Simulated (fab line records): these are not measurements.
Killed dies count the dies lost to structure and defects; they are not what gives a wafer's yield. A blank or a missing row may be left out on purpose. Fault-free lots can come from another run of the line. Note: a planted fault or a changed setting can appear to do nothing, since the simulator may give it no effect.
Lot-split experiment :: flow gf180mcu :: on a route of 602 steps: 5 lots, 23 wafers read

== SPLIT DETAILS ==
At GF_SAB_COAT_04 (resist thk 1000 nm), the setting resist thk nm was moved away from the recipe's 1000 nm on 6 of the 23 wafers read, by -2.1% to +4.6%. The other wafers ran this setting at the recipe's value.

The reading is taken at the split's own step.

== THE READING ==
NOVOLAK_of_SAB_COAT_04.thk nm (the simulator's own value, which no gauge read), in nm, at GF_SAB_COAT_04 (resist thk 1000 nm). The file gives no usual value for it. Average 1003.2 nm, standard deviation 1.9 nm, over the 17 wafers here run with the recipe.

wafer: L074.1
tool, chamber at the split: litho track-04, 0
resist thk nm as run, nm: 1046
against the recipe: +4.6%
NOVOLAK_of_SAB_COAT_04.thk nm, nm: 1053
against lot-mates on the recipe: +49.0

wafer: L074.2
tool, chamber at the split: litho track-04, 0
resist thk nm as run, nm: 1000
against the recipe: recipe
NOVOLAK_of_SAB_COAT_04.thk nm, nm: 1005
against lot-mates on the recipe: -

wafer: L074.3
tool, chamber at the split: litho track-04, 0
resist thk nm as run, nm: 1046
against the recipe: +4.6%
NOVOLAK_of_SAB_COAT_04.thk nm, nm: 1052
against lot-mates on the recipe: +48.0

wafer: L074.4
tool, chamber at the split: litho track-04, 0
resist thk nm as run, nm: 1000
against the recipe: recipe
NOVOLAK_of_SAB_COAT_04.thk nm, nm: 1004
against lot-mates on the recipe: -

wafer: L074.5
tool, chamber at the split: litho track-04, 0
resist thk nm as run, nm: 1000
against the recipe: recipe
NOVOLAK_of_SAB_COAT_04.thk nm, nm: 1003
against lot-mates on the recipe: -

wafer: L076.1
tool, chamber at the split: litho track-03, 0
resist thk nm as run, nm: 1000
against the recipe: recipe
NOVOLAK_of_SAB_COAT_04.thk nm, nm: 1001
against lot-mates on the recipe: -

wafer: L076.3
tool, chamber at the split: litho track-03, 0
resist thk nm as run, nm: 978.7
against the recipe: -2.1%
NOVOLAK_of_SAB_COAT_04.thk nm, nm: 977.8
against lot-mates on the recipe: -23.2

wafer: L076.4
tool, chamber at the split: litho track-03, 0
resist thk nm as run, nm: 1000
against the recipe: recipe
NOVOLAK_of_SAB_COAT_04.thk nm, nm: 1000
against lot-mates on the recipe: -

wafer: L076.5
tool, chamber at the split: litho track-03, 0
resist thk nm as run, nm: 1000
against the recipe: recipe
NOVOLAK_of_SAB_COAT_04.thk nm, nm: 1002
against lot-mates on the recipe: -

wafer: L076.6
tool, chamber at the split: litho track-03, 0
resist thk nm as run, nm: 978.7
against the recipe: -2.1%
NOVOLAK_of_SAB_COAT_04.thk nm, nm: 980.8
against lot-mates on the recipe: -20.2

wafer: L079.1
tool, chamber at the split: litho track-02, 0
resist thk nm as run, nm: 1000
against the recipe: recipe
NOVOLAK_of_SAB_COAT_04.thk nm, nm: 1002
against lot-mates on the recipe: -

wafer: L079.4
tool, chamber at the split: litho track-02, 0
resist thk nm as run, nm: 1000
against the recipe: recipe
NOVOLAK_of_SAB_COAT_04.thk nm, nm: 1005
against lot-mates on the recipe: -

wafer: L079.5
tool, chamber at the split: litho track-02, 0
resist thk nm as run, nm: 1000
against the recipe: recipe
NOVOLAK_of_SAB_COAT_04.thk nm, nm: 1004
against lot-mates on the recipe: -

wafer: L080.1
tool, chamber at the split: litho track-03, 0
resist thk nm as run, nm: 1000
against the recipe: recipe
NOVOLAK_of_SAB_COAT_04.thk nm, nm: 1002
against lot-mates on the recipe: -

wafer: L080.3
tool, chamber at the split: litho track-03, 0
resist thk nm as run, nm: 1000
against the recipe: recipe
NOVOLAK_of_SAB_COAT_04.thk nm, nm: 1002
against lot-mates on the recipe: -

wafer: L080.5
tool, chamber at the split: litho track-03, 0
resist thk nm as run, nm: 1000
against the recipe: recipe
NOVOLAK_of_SAB_COAT_04.thk nm, nm: 1002
against lot-mates on the recipe: -

wafer: L080.2
tool, chamber at the split: litho track-03, 0
resist thk nm as run, nm: 1000
against the recipe: recipe
NOVOLAK_of_SAB_COAT_04.thk nm, nm: 1004
against lot-mates on the recipe: -

wafer: L080.6
tool, chamber at the split: litho track-03, 0
resist thk nm as run, nm: 1000
against the recipe: recipe
NOVOLAK_of_SAB_COAT_04.thk nm, nm: 1001
against lot-mates on the recipe: -

wafer: L083.2
tool, chamber at the split: litho track-03, 0
resist thk nm as run, nm: 1000
against the recipe: recipe
NOVOLAK_of_SAB_COAT_04.thk nm, nm: 1006
against lot-mates on the recipe: -

wafer: L083.3
tool, chamber at the split: litho track-03, 0
resist thk nm as run, nm: 982.7
against the recipe: -1.7%
NOVOLAK_of_SAB_COAT_04.thk nm, nm: 987
against lot-mates on the recipe: -19.0

wafer: L083.4
tool, chamber at the split: litho track-03, 0
resist thk nm as run, nm: 1000
against the recipe: recipe
NOVOLAK_of_SAB_COAT_04.thk nm, nm: 1005
against lot-mates on the recipe: -

wafer: L083.5
tool, chamber at the split: litho track-03, 0
resist thk nm as run, nm: 982.7
against the recipe: -1.7%
NOVOLAK_of_SAB_COAT_04.thk nm, nm: 987.8
against lot-mates on the recipe: -18.2

wafer: L083.6
tool, chamber at the split: litho track-03, 0
resist thk nm as run, nm: 1000
against the recipe: recipe
NOVOLAK_of_SAB_COAT_04.thk nm, nm: 1007
against lot-mates on the recipe: -

FIT RESULTS
A straight line over all 23 wafers: NOVOLAK_of_SAB_COAT_04.thk nm changes by +10.6 nm for each +1% of resist thk nm; r = +0.99; the points scatter about the line by 2 nm.
The same after taking each lot's own level away (the mean of its wafers on the recipe; 23 wafers): +10.5 nm for each +1%; r = +1.00; scatter 1 nm.
That fit puts the effect of the largest move of resist thk nm on the reading at 48 nm.
Measured against the standard deviation above, the lots' own levels, which go from 1001.00 to 1006.00 nm, span 2.6 times it.
Hence the lot-to-lot level has little effect on the slope; both slopes agree.
Check: for one of the wafers moved furthest among these (+4.6%), held out of the fit, the line's prediction against its lot-mates is +48 nm. Against them it came out at +49 nm.

== THESE WAFERS: OTHER SPLITS ==
Before the reading, these wafers also passed through other splits. Each is held against what the fit with the lots' levels taken away leaves over:
other split on the same wafers: GF_NSD_IMPLANT_09 energy kev
wafers away from the commonest value: 10
r with NOVOLAK_of_SAB_COAT_04.thk nm (lot level and that fit taken away): +0.28

other split on the same wafers: GF_PSD_DEVELOP_06 dev temp c
wafers away from the commonest value: 10
r with NOVOLAK_of_SAB_COAT_04.thk nm (lot level and that fit taken away): -0.19

== THE WHOLE CHAIN: every reading that the file lists as answering this split, in the file's order ==
step: GF_SAB_COAT_04
what it does: resist thk 1000 nm
reading: NOVOLAK_of_SAB_COAT_04.thk nm (the simulator's own value, which no gauge read)
change (the file's fit): +10.6 nm for each +1% of the setting
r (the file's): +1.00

step: GF_SAB_STRIP_13
what it does: strips in O2/N2
reading: strip time to endpoint s
change (the file's fit): withheld for each +1% of the setting
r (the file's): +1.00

== THE FILE'S OWN FIT ==
NOVOLAK_of_SAB_COAT_04.thk nm changes by +10.6 nm for each +1% of resist thk nm, r = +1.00.
